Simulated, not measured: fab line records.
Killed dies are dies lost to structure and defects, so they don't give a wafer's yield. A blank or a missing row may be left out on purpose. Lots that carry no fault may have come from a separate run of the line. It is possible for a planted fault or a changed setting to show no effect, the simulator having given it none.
Which tool did it? ; flow gf180mcu ; Sampling: 12 lots, 36 wafers, 6 of 602 route steps

WHAT THE GAUGES READ, wafer by wafer
GF_NWELL_OVL_MEAS_07.
lot;measured;on;NWELL_OVL (nm)
L156;day 3 09:53;overlay-01;-0.8 -0.6 -0.4
L157;day 3 11:51;overlay-02;1.1 -0.2 -1.8
L158;day 3 17:37;overlay-01;0.5 -0.8 -0.1
L162;day 4 17:08;overlay-02;-2.1 -3.4 -1.8
L168;day 6 00:28;overlay-02;- - -
L171;day 6 19:08;overlay-02;-1.3 0.1 -2.8
L172;day 6 23:01;overlay-01;1.2 0.4 1.3
L173;day 7 04:01;overlay-01;-1.3 -0.9 -0.7
L174;day 7 08:59;overlay-01;-0.4 0.7 -0.6
L175;day 7 13:19;overlay-02;0.1 2.7 3.4
L177;day 8 01:04;overlay-01;-1.4 0.0 0.2
L179;day 8 11:52;overlay-02;-2.5 -3.0 -1.7

GF_NWELL_TW_MEAS_11.
lot;measured;on;NWELL_TW
L156;day 3 10:19;film metro-04;1548 1546 1550
L157;day 3 12:17;film metro-03;1582 1572 1578
L158;day 3 18:07;film metro-02;1571 1583 1576
L162;day 4 17:34;film metro-02;1573 1582 1586
L168;day 6 00:55;film metro-03;30 30 30 30 30 30
L171;day 6 19:35;film metro-02;1585 1588 1581
L172;day 6 23:28;film metro-02;1581 1589 1590
L173;day 7 04:31;film metro-03;1560 1560 1563
L174;day 7 09:25;film metro-02;1596 1590 1591
L175;day 7 13:45;film metro-04;1541 1547 1556
L177;day 8 01:31;film metro-02;1586 1581 1586
L179;day 8 12:19;film metro-03;1568 1560 1559

GF_POLY_GATE_THK_MEAS_01.
lot;measured;on;POLY_GATE_CVD_00_THK (nm)
L156;day 8 12:22;film metro-04;199.9 197.6 199.6
L157;day 8 16:57;film metro-03;199.4 199.8 198.9
L158;day 8 22:41;film metro-01;199.6 199.4 201.0
L162;day 10 07:21;film metro-01;198.6 201.7 201.3
L171;day 12 21:54;film metro-04;195.6 196.7 196.2
L172;day 13 02:24;film metro-03;202.4 203.4 202.3
L173;day 13 09:32;film metro-01;200.1 200.6 200.6
L174;day 13 14:55;film metro-01;203.0 202.2 200.2
L175;day 13 22:34;film metro-01;201.3 201.3 200.7
L177;day 14 13:00;film metro-04;199.2 199.2 200.4
L179;day 15 03:19;film metro-03;200.0 200.7 198.7

WHAT TOOL EACH LOT RAN ON (gives the tool, then ch and the chambers of the sampled wafers, and finally the start)
lot;GF_NWELL_EXPOSE_04;GF_VT_IMPLANT_STRIP_31;GF_VT_IMPLANT_RTA_45
L156;iline stepper-02 ch 0, day 3 03:37;plasma asher-02 ch 0,1, day 6 22:47;rtp anneal-02 ch 0, day 7 14:39
L157;iline stepper-02 ch 0, day 3 06:05;plasma asher-02 ch 0,1, day 7 02:32;rtp anneal-02 ch 0, day 7 18:09
L158;iline stepper-01 ch 0, day 3 11:25;plasma asher-03 ch 0,1, day 7 07:55;rtp anneal-02 ch 0, day 7 23:59
L162;iline stepper-01 ch 0, day 4 10:50;plasma asher-01 ch 0,1, day 8 14:29;rtp anneal-01 ch 0, day 9 08:06
L168;iline stepper-02 ch 0, day 5 17:36;-;-
L171;iline stepper-01 ch 0, day 6 11:38;plasma asher-03 ch 0,1, day 11 00:10;rtp anneal-02 ch 0, day 11 19:26
L172;iline stepper-02 ch 0, day 6 15:17;plasma asher-02 ch 0,1, day 11 05:42;rtp anneal-01 ch 0, day 12 00:48
L173;iline stepper-02 ch 0, day 6 21:01;plasma asher-02 ch 0,1, day 11 12:40;rtp anneal-01 ch 0, day 12 08:06
L174;iline stepper-02 ch 0, day 7 01:38;plasma asher-03 ch 0,1, day 11 17:55;rtp anneal-02 ch 0, day 12 13:26
L175;iline stepper-02 ch 0, day 7 05:41;plasma asher-01 ch 0,1, day 11 22:44;rtp anneal-02 ch 0, day 12 18:44
L177;iline stepper-02 ch 0, day 7 17:28;plasma asher-01 ch 0, day 12 14:09;rtp anneal-02 ch 0, day 13 10:16
L179;iline stepper-01 ch 0, day 8 03:44;plasma asher-03 ch 0,1, day 13 03:01;rtp anneal-02 ch 0, day 13 23:50
- GF_NWELL_EXPOSE_04: exposes mask Nwell, target cd 860 nm.
- GF_VT_IMPLANT_STRIP_31: strips in O2/N2.
- GF_VT_IMPLANT_RTA_45: time 30 s.

AS READ BY THE TOOLS THEMSELVES (means over the sampled wafers that have a number; for cases with no such wafer, the mark the record gives instead)
GF_VT_IMPLANT_STRIP_31.
lot;tool;chamber pressure mTorr (mTorr);drypump motor current A (A);heater power w (W);oes product au (a.u.);strip time to endpoint s (s)
L156;plasma asher-02;1500.2;5.7;326;0.714;12.58
L157;plasma asher-02;1499.9;5.9;323;0.717;12.63
L158;plasma asher-03;1499.9;5.7;320;0.715;12.60
L162;plasma asher-01;1499.1;5.8;322;0.718;12.61
L171;plasma asher-03;1501.0;5.3;318;0.719;12.60
L172;plasma asher-02;1498.1;5.7;326;0.718;12.64
L173;plasma asher-02;1500.5;5.9;311;0.718;12.59
L174;plasma asher-03;1500.4;5.6;328;0.719;12.64
L175;plasma asher-01;1500.5;5.9;346;0.721;12.59
L177;plasma asher-01;1499.6;5.8;302;0.712;12.58
L179;plasma asher-03;1497.9;5.3;320;0.717;12.64

GF_VT_IMPLANT_RTA_45.
lot;tool;lamp power pct (%);wafer_temp_C_max
L156;rtp anneal-02;43.5;1056.0
L157;rtp anneal-02;43.5;1057.0
L158;rtp anneal-02;43.5;1055.4
L162;rtp anneal-01;41.2;1053.7
L171;rtp anneal-02;43.5;1055.7
L172;rtp anneal-01;41.2;1053.1
L173;rtp anneal-01;41.2;1052.6
L174;rtp anneal-02;43.6;1055.5
L175;rtp anneal-02;43.5;1055.8
L177;rtp anneal-02;43.5;1056.6
L179;rtp anneal-02;43.5;1054.6

THE ANSWER, worked out from the rows above alone
Rule: the usual values come from the lots themselves. Put in order of their means at a reading, lots are off if they are a third of the lots or fewer, leave a main group of 4 or more, and stand apart from it by a gap of 3 or more times the standard deviation of the main group's means; of several such gaps the widest counts. A main group is skipped when, at the precision printed for the reading in the tables above, its means are all equal. A lot without any number at a reading at which 4 lots or more have one is off too. The other lots that the step has rows for count as sound. The gauges are gone through in route order, then the tools' own readings, and for those a lot's mean is taken as printed above. The first step at which some lot is off is used, and at that step the reading that is off furthest; a lot without a number counts as furthest.
Off: L168, seen at GF_NWELL_OVL_MEAS_07 (NWELL_OVL). Without a number there: L168. For the main group the mean is -0.5 nm and the standard deviation 1.3.
If a tool, at a process step before that reading, ran all the lots that are off and no sound lot after the first of them, it fits. Not tried: the gauges at GF_NWELL_OVL_MEAS_07; whatever is off there is also off at GF_NWELL_TW_MEAS_11, on other tools, and gauge error can't account for it. Not one of the candidates tried fits.

WHAT THE SIMULATOR HAD INSERTED
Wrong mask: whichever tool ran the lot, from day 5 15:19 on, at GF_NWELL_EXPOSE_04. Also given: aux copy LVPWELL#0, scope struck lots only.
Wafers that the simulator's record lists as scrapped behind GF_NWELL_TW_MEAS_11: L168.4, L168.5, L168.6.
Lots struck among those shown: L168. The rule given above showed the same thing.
